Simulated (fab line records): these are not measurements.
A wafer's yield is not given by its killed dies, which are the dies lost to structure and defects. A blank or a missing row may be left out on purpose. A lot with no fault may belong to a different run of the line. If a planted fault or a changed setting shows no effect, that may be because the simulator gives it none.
Which tool is to blame? :: flow gf180mcu :: 7 lots, 21 wafers sampled, at 1 step of a route of 602

WHAT THE GAUGES READ, wafer by wafer
GF_POLY_GATE_CD_MEAS_10: target cd 280 nm.
lot: L328
measured: day 9 16:53
on: cdSem-01
cdNm (nm): 280.1 279.1 279.0

lot: L330
measured: day 9 22:14
on: cdSem-02
cdNm (nm): 278.7 281.0 281.1

lot: L337
measured: day 12 04:20
on: cdSem-02
cdNm (nm): 280.2 280.7 280.8

lot: L339
measured: day 12 18:44
on: cdSem-01
cdNm (nm): 281.7 280.1 280.7

lot: L341
measured: day 13 08:22
on: cdSem-02
cdNm (nm): 280.0 279.5 279.6

lot: L345
measured: day 14 14:59
on: cdSem-01
cdNm (nm): 281.3 281.3 281.7

lot: L348
measured: day 15 10:19
on: cdSem-02
cdNm (nm): 278.3 277.6 278.4

WHAT TOOL EACH LOT RAN ON (gives the tool, then ch and the chambers of the sampled wafers, and finally the start)
There is no process step in the record ahead of these readings.

THE ANSWER, worked out from the rows above alone
Rule: usual is defined by the lots themselves. The widest of any qualifying gaps counts: lots, ordered by their means at a reading, are off when they make up no more than a third of the lots, leave a main group of 4 or more, and stand apart from it by 3 or more times the standard deviation of that group's means. If all means in a main group match to the digits the tables above print for the reading, that group is not used. A lot without any number at a reading at which 4 lots or more have one is off too. Any other lot the step has rows for is counted as sound.
Nothing can be told from this: no lot is off at any reading shown.

WHAT HAD BEEN PUT IN BY THE SIMULATOR
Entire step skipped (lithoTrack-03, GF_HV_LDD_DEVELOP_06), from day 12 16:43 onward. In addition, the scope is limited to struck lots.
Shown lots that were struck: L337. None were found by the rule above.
